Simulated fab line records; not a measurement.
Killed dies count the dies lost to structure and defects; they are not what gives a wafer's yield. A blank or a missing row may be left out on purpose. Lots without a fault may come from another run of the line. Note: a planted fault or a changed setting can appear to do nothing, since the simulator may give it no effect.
fab line records | flow gf180mcu
record lots=14 | wafers=41 | lastDay=34
route steps=602 shown MVSD@77 SALICIDE@286 V1@356 M2@379
lots untouched by any fault: they come from a run of this same line in which no faults occurred
startH: hours from the record's first day to the start of the lot's first wafer shown | waitH: time in hours since the lot's previous step | " the same as in the row above | L1.1+2: a row that stands for several wafers | - no value, or no start given | * or withheld: withheld | < > ~ a bound
route shown NAME@n: names a module that has steps shown in the file, with the first one's number in the route | usual: mean and standard deviation over wafers with no fault | same: alike in all rows | chamber/n: place in a boat | sites: the reading at each site | _std_site: standard deviation of those values | _edge_site: inner sites' mean taken away from outer sites' mean | radiusMm: how far each site lies from the wafer's centre | mask NAME#n: copy n | behind: the most recent tool/chamber to have shaped the wafer | hold: what put the lot on hold/how long, in hours/how the hold closed | device: names the non-switching transistor (n, p or np) | end of line: the tests these same wafers got at the end of their route | a step without rows: its recipe alone | killed: the dies lost at the first sort to structure and to defects; this is not the yield of the wafer | map: a wafer's dies, marking killed ones x, the rest . and places with no die _
set.NAME: the run value of the setting; set.NAME@STEP: its run value at that earlier step | model.NAME: the simulator's own value behind a step, which no gauge read
the route's steps for a sample of lots (tables are steps, rows are wafers)
services: when a tool's chamber went out of use (startH, in hours from the record's first day, below 0 if earlier), for how many hours, and the reason
## steps
# step GF_MVSD_TW_MEAS_11
# usual MVSD_TW=1589/11
lot.wafer | tool         | chamber | startH | waitH | MVSD_TW
L424.1    | filmMetro-01 | -       | 87.30  | 0.1   | 1583
L424.4    | "            | -       | "      | "     | 1582
L424.6    | "            | -       | "      | "     | 1584
L425.3    | filmMetro-04 | -       | 90.94  | 0.1   | 1601
L425.4    | "            | -       | "      | "     | 1604
L425.5    | "            | -       | "      | "     | 1595
L426.3    | filmMetro-04 | -       | 101.77 | 0.1   | 1606
L426.5    | "            | -       | "      | "     | 1604
L426.6    | "            | -       | "      | "     | 1601
L427.1    | filmMetro-01 | -       | 110.52 | 0.1   | 1565
L427.5    | "            | -       | "      | "     | 1571
L427.6    | "            | -       | "      | "     | 1569
L434.2    | filmMetro-04 | -       | 145.81 | 0.1   | 1593
L434.5    | "            | -       | "      | "     | 1596
L434.6    | "            | -       | "      | "     | 1595
L437.1    | filmMetro-04 | -       | 162.15 | 0.1   | 1600
L437.3    | "            | -       | "      | "     | 1602
L438.2    | filmMetro-04 | -       | 167.98 | 0.1   | 1601
L438.3    | "            | -       | "      | "     | 1594
L438.5    | "            | -       | "      | "     | 1601
L440.3    | filmMetro-01 | -       | 182.72 | 0.1   | 1578
L440.4    | "            | -       | "      | "     | 1578
L440.5    | "            | -       | "      | "     | 1576
L441.1    | filmMetro-04 | -       | 196.95 | 0.1   | 1592
L441.3    | "            | -       | "      | "     | 1590
L441.6    | "            | -       | "      | "     | 1595
L442.1    | filmMetro-02 | -       | 203.85 | 0.1   | 1591
L442.2    | "            | -       | "      | "     | 1592
L442.3    | "            | -       | "      | "     | 1599
L443.1    | filmMetro-02 | -       | 205.45 | 0.1   | 1577
L443.2    | "            | -       | "      | "     | 1582
L443.3    | "            | -       | "      | "     | 1585
L444.4    | filmMetro-04 | -       | 208.95 | 0.1   | 1603
L444.5    | "            | -       | "      | "     | 1582
L444.6    | "            | -       | "      | "     | 1588
L445.1    | filmMetro-04 | -       | 214.77 | 0.1   | 1590
L445.5    | "            | -       | "      | "     | 1590
L445.6    | "            | -       | "      | "     | 1582
L446.1    | filmMetro-01 | -       | 221.60 | 0.1   | 1573
L446.3    | "            | -       | "      | "     | 1577
L446.4    | "            | -       | "      | "     | 1576
# step GF_SALICIDE_RTA_08
# recipe tempC=800 | timeS=30 | ambient=N2
# usual lampPowerPct=17.9/0.7 | runLengthS=58.8/0.56 | wafer_temp_C_max=803.3/0.72
lot.wafer | tool         | chamber | startH | waitH | lampPowerPct | runLengthS | wafer_temp_C_max
L424.1    | rtpAnneal-02 | 0       | 344.70 | 0.0   | 18.6         | 58.4       | 802.4
L424.4    | "            | 0       | "      | "     | 18.6         | 58.4       | 802.6
L424.6    | "            | 0       | "      | "     | 18.6         | 58.4       | 804.4
L425.3    | rtpAnneal-02 | 0       | 348.86 | 0.0   | 18.6         | 58.4       | 803.8
L425.4    | "            | 0       | "      | "     | 18.6         | 58.5       | 803.6
L425.5    | "            | 0       | "      | "     | 18.6         | 58.6       | 803.3
L426.3    | rtpAnneal-01 | 0       | 363.68 | 0.0   | 17.2         | 58.8       | 803.0
L426.5    | "            | 0       | "      | "     | 17.2         | 59.0       | 803.6
L426.6    | "            | 0       | "      | "     | 17.2         | 59.2       | 803.3
L427.1    | rtpAnneal-02 | 0       | 376.60 | 0.0   | 18.6         | 58.7       | 804.9
L427.5    | "            | 0       | "      | "     | 18.6         | 58.5       | 803.3
L427.6    | "            | 0       | "      | "     | 18.6         | 59.0       | 803.2
L434.2    | rtpAnneal-01 | 0       | 438.90 | 0.0   | 17.2         | 111.7      | 804.6
L434.5    | "            | 0       | "      | "     | 17.2         | 58.9       | 803.4
L434.6    | "            | 0       | "      | "     | 17.2         | 58.8       | 804.0
L437.1    | rtpAnneal-01 | 0       | 459.84 | 0.0   | 17.2         | 59.0       | 804.3
L437.3    | "            | 0       | "      | "     | 17.2         | 111.7      | 803.0
L438.2    | rtpAnneal-02 | 0       | 467.29 | 0.0   | 18.6         | 58.5       | 801.9
L438.3    | "            | 0       | "      | "     | 18.6         | 58.7       | 803.1
L438.5    | "            | 0       | "      | "     | 18.6         | 58.6       | 803.0
L440.3    | rtpAnneal-02 | 0       | 488.22 | 0.0   | 18.6         | 58.7       | 803.7
L440.4    | "            | 0       | "      | "     | 18.6         | 58.5       | 803.1
L440.5    | "            | 0       | "      | "     | 18.6         | 58.6       | 802.4
L441.1    | rtpAnneal-02 | 0       | 510.89 | 0.0   | 18.6         | 58.5       | 803.1
L441.3    | "            | 0       | "      | "     | 18.6         | 58.5       | 802.6
L441.6    | "            | 0       | "      | "     | 18.6         | 58.8       | 803.2
L442.1    | rtpAnneal-02 | 0       | 519.28 | 0.0   | 18.6         | 58.4       | 802.6
L442.2    | "            | 0       | "      | "     | 18.6         | 58.5       | 802.7
L442.3    | "            | 0       | "      | "     | 18.6         | 58.6       | 803.1
L443.1    | rtpAnneal-01 | 0       | 522.28 | 0.0   | 17.2         | 58.7       | 804.4
L443.2    | "            | 0       | "      | "     | 17.2         | 58.9       | 804.1
L443.3    | "            | 0       | "      | "     | 17.2         | 59.1       | 803.2
L444.4    | rtpAnneal-01 | 0       | 527.21 | 0.1   | 17.2         | 58.8       | 803.4
L444.5    | "            | 0       | "      | "     | 17.2         | 58.8       | 803.1
L444.6    | "            | 0       | "      | "     | 17.2         | 58.8       | 803.3
L445.1    | rtpAnneal-01 | 0       | 530.69 | 0.0   | 17.1         | 61.5       | 803.4
L445.5    | "            | 0       | "      | "     | 17.2         | 61.0       | 804.8
L445.6    | "            | 0       | "      | "     | 17.2         | 61.1       | 803.7
L446.1    | rtpAnneal-02 | 0       | 538.28 | 0.0   | 18.6         | 58.5       | 802.3
L446.3    | "            | 0       | "      | "     | 18.6         | 58.8       | 802.9
L446.4    | "            | 0       | "      | "     | 18.6         | 58.4       | 802.2
# step GF_V1_SPUTTER_21
# recipe material=Ti | targetThkNm=15 | chamberPressurePa=5 | powerW=2500 | substrateTempC=200 | timeS=80.02
# usual throttleValvePct=30.1/0.93
lot.wafer | tool          | chamber | startH | waitH | throttleValvePct
L424.1    | pvdSputter-04 | -       | 416.44 | 0.0   | 29.7
L424.4    | "             | -       | "      | "     | 30.8
L424.6    | "             | -       | "      | "     | 31.0
L425.3    | pvdSputter-04 | -       | 422.54 | 0.0   | 30.9
L425.4    | "             | -       | "      | "     | 29.4
L425.5    | "             | -       | "      | "     | 30.9
L426.3    | pvdSputter-02 | -       | 438.96 | 0.0   | 30.1
L426.5    | "             | -       | "      | "     | 31.6
L426.6    | "             | -       | "      | "     | 30.2
L427.1    | pvdSputter-04 | -       | 451.74 | 0.0   | 29.6
L427.5    | "             | -       | "      | "     | 29.5
L427.6    | "             | -       | "      | "     | 30.9
L434.2    | pvdSputter-03 | -       | 515.31 | 0.0   | 29.6
L434.5    | "             | -       | "      | "     | 28.3
L434.6    | "             | -       | "      | "     | 31.5
L437.1    | pvdSputter-03 | -       | 535.77 | 0.0   | 29.6
L437.3    | "             | -       | "      | "     | 30.1
L438.2    | pvdSputter-03 | -       | 540.29 | 0.0   | 29.7
L438.3    | "             | -       | "      | "     | 30.0
L438.5    | "             | -       | "      | "     | 28.1
L440.3    | pvdSputter-03 | -       | 561.38 | 0.0   | 30.0
L440.4    | "             | -       | "      | "     | 29.4
L440.5    | "             | -       | "      | "     | 31.5
L441.1    | pvdSputter-04 | -       | 581.05 | 0.0   | 29.7
L441.3    | "             | -       | "      | "     | 30.9
L441.6    | "             | -       | "      | "     | 29.3
L442.1    | pvdSputter-02 | -       | 590.52 | 0.0   | 29.3
L442.2    | "             | -       | "      | "     | 29.5
L442.3    | "             | -       | "      | "     | 31.5
L443.1    | pvdSputter-02 | -       | 592.55 | 0.0   | 29.7
L443.2    | "             | -       | "      | "     | 29.3
L443.3    | "             | -       | "      | "     | 31.8
L444.4    | pvdSputter-04 | -       | 596.49 | 0.0   | 29.6
L444.5    | "             | -       | "      | "     | 29.4
L444.6    | "             | -       | "      | "     | 30.8
L445.1    | pvdSputter-03 | -       | 601.10 | 0.0   | 30.0
L445.5    | "             | -       | "      | "     | 31.6
L445.6    | "             | -       | "      | "     | 27.9
L446.1    | pvdSputter-04 | -       | 606.34 | 0.0   | 30.1
L446.3    | "             | -       | "      | "     | 30.6
L446.4    | "             | -       | "      | "     | 29.6
# step GF_M2_STRIP_17
# recipe chemistry=O2/N2 | powerW=1400 | pressureMtorr=1500 | platenTempC=250 | o2FlowSccm=3000 | n2FlowSccm=300 | overashFraction=0.5
# usual drypumpMotorCurrentA=5.4/0.31 | heaterPowerW=346/28 | oesProductAu=0.558/0.0056 | stripTimeToEndpointS=7.88/0.049
lot.wafer | tool           | chamber | startH | waitH | drypumpMotorCurrentA | heaterPowerW | oesProductAu | rfHoursCounterH | stripTimeToEndpointS
L424.1    | plasmaAsher-03 | 0       | 441.13 | 0.1   | 5.8                  | 341          | 0.560        | 62              | 7.80
L424.4    | "              | 1       | "      | "     | 5.3                  | 325          | 0.552        | -               | 7.81
L424.6    | "              | 1       | "      | "     | 5.3                  | 333          | 0.554        | -               | 7.92
L425.3    | plasmaAsher-01 | 0       | 447.76 | 0.1   | 5.9                  | 385          | 0.564        | -               | 7.91
L425.4    | "              | 1       | "      | "     | 5.5                  | 370          | 0.561        | -               | 7.88
L425.5    | "              | 0       | "      | "     | 5.9                  | 387          | 0.554        | -               | 7.87
L426.3    | plasmaAsher-02 | 0       | 464.71 | 0.1   | 5.6                  | 360          | 0.554        | -               | 7.74
L426.5    | "              | 1       | "      | "     | 5.0                  | 320          | 0.544        | -               | 7.84
L426.6    | "              | 0       | "      | "     | 5.6                  | 358          | 0.538        | -               | 7.72
L427.1    | plasmaAsher-01 | 1       | 477.22 | 0.1   | 5.5                  | 371          | 0.560        | 86              | 7.95
L427.5    | "              | 1       | "      | "     | 5.5                  | 380          | 0.557        | -               | 7.89
L427.6    | "              | 0       | "      | "     | 5.9                  | 398          | 0.558        | -               | 7.79
L434.2    | plasmaAsher-02 | 0       | 538.47 | 0.1   | 5.6                  | 362          | 0.561        | 44              | 7.92
L434.5    | "              | 1       | "      | "     | 5.0                  | 313          | 0.559        | -               | 7.87
L434.6    | "              | 0       | "      | "     | 5.6                  | 358          | 0.570        | -               | 7.90
L437.1    | plasmaAsher-01 | 0       | 558.97 | 0.1   | 5.9                  | 391          | 0.560        | 95              | 7.96
L437.3    | "              | 0       | "      | "     | 5.9                  | 396          | 0.561        | -               | 7.88
L438.2    | plasmaAsher-02 | 0       | 563.48 | 0.1   | 5.6                  | 358          | 0.551        | 47              | 7.84
L438.3    | "              | 1       | "      | "     | 5.0                  | 321          | 0.559        | -               | 7.82
L438.5    | "              | 1       | "      | "     | 5.0                  | 302          | 0.553        | -               | 7.85
L440.3    | plasmaAsher-02 | 0       | 583.71 | 0.1   | 5.6                  | 349          | 0.561        | -               | 7.98
L440.4    | "              | 1       | "      | "     | 5.0                  | 307          | 0.565        | -               | 7.90
L440.5    | "              | 1       | "      | "     | 5.0                  | 315          | 0.566        | -               | 8.01
L441.1    | plasmaAsher-03 | 1       | 602.78 | 0.1   | 5.3                  | 326          | 0.561        | 79              | 7.95
L441.3    | "              | 1       | "      | "     | 5.2                  | 328          | 0.549        | -               | 7.88
L441.6    | "              | 1       | "      | "     | 5.3                  | 326          | 0.558        | -               | 7.87
L442.1    | plasmaAsher-02 | 0       | 612.60 | 0.2   | 5.6                  | 367          | 0.550        | 52              | 7.86
L442.2    | "              | 1       | "      | "     | 5.0                  | 312          | 0.567        | 52              | 7.87
L442.3    | "              | 1       | "      | "     | 5.0                  | 307          | 0.551        | -               | 7.90
L443.1    | plasmaAsher-01 | 1       | 614.49 | 0.1   | 5.5                  | 374          | 0.557        | 103             | 7.85
L443.2    | "              | 0       | "      | "     | 5.9                  | 387          | 0.559        | 103             | 7.81
L443.3    | "              | 1       | "      | "     | 5.5                  | 365          | 0.549        | -               | 7.85
L444.4    | plasmaAsher-02 | 0       | 617.76 | 0.1   | 5.6                  | 355          | 0.551        | -               | 7.83
L444.5    | "              | 1       | "      | "     | 5.0                  | 315          | 0.566        | -               | 7.82
L444.6    | "              | 0       | "      | "     | 5.6                  | 358          | 0.553        | -               | 7.81
L445.1    | plasmaAsher-03 | 0       | 622.97 | 0.1   | 5.9                  | 341          | 0.550        | 82              | 7.87
L445.5    | "              | 0       | "      | "     | 5.9                  | 340          | 0.562        | -               | 7.92
L445.6    | "              | 1       | "      | "     | 5.3                  | 329          | 0.560        | -               | 7.91
L446.1    | plasmaAsher-01 | 1       | 627.73 | 0.1   | 5.5                  | 374          | 0.567        | 104             | 7.93
L446.3    | "              | 1       | "      | "     | 5.5                  | 377          | 0.563        | -               | 7.96
L446.4    | "              | 0       | "      | "     | 5.9                  | 393          | 0.568        | -               | 7.98
## services
tool           | chamber | startH | hours | kind
plasmaAsher-03 | -       | 374.55 | 14.6  | pm
rtpAnneal-02   | -       | 385.97 | 5.1   | pm
pvdSputter-03  | -       | 393.39 | 8.6   | repair
pvdSputter-03  | -       | 402.74 | 4.4   | repair
plasmaAsher-02 | -       | 404.19 | 2.8   | pm
plasmaAsher-02 | -       | 415.67 | 1.5   | repair
pvdSputter-02  | -       | 420.35 | 2.8   | repair
plasmaAsher-02 | -       | 432.48 | 2.2   | repair
plasmaAsher-03 | -       | 445.50 | 1.4   | repair
pvdSputter-02  | -       | 477.57 | 0.7   | repair
plasmaAsher-03 | -       | 509.75 | 0.5   | repair
rtpAnneal-02   | -       | 521.93 | 1.2   | pm
pvdSputter-04  | -       | 544.21 | 2.5   | repair
pvdSputter-03  | -       | 546.44 | 6.0   | repair
pvdSputter-02  | -       | 570.16 | 2.9   | repair
rtpAnneal-01   | -       | 584.11 | 0.9   | pm
pvdSputter-02  | -       | 584.92 | 3.3   | repair
plasmaAsher-02 | -       | 607.08 | 4.0   | repair
plasmaAsher-03 | -       | 616.49 | 0.5   | repair
## key
firstSign step=GF_SALICIDE_RTA_08 | reading=runLengthS | direction=up | sigmas=95 | usual=* | struck=*
effect none on later readings
metAt GF_SALICIDE_RTA_08
struckLots L434,L437
struckWafers L434.2,L437.3
testerLeftOut L434,L437
notActingAt GF_MVSD_TW_MEAS_11,GF_V1_SPUTTER_21,GF_M2_STRIP_17
onsetBetween 363.68 438.90
fault kind=processParameterDrift | tool=rtpAnneal-01 | chamber=- | onsetH=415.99 | steps=GF_SALICIDE_RTA_08 | channel=timeS | offset=* | shape=step | endH=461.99 | scope=struckWafersOnly | actsIn=* | stated=*
# testerLeftOut: of these lots the tester's yield and bins aren't shown, on N5 and GAA mostly nor the transistor test; their killed dies are dies lost to structure and defects alone, not to doping, threshold or leakage, so they don't give the yield
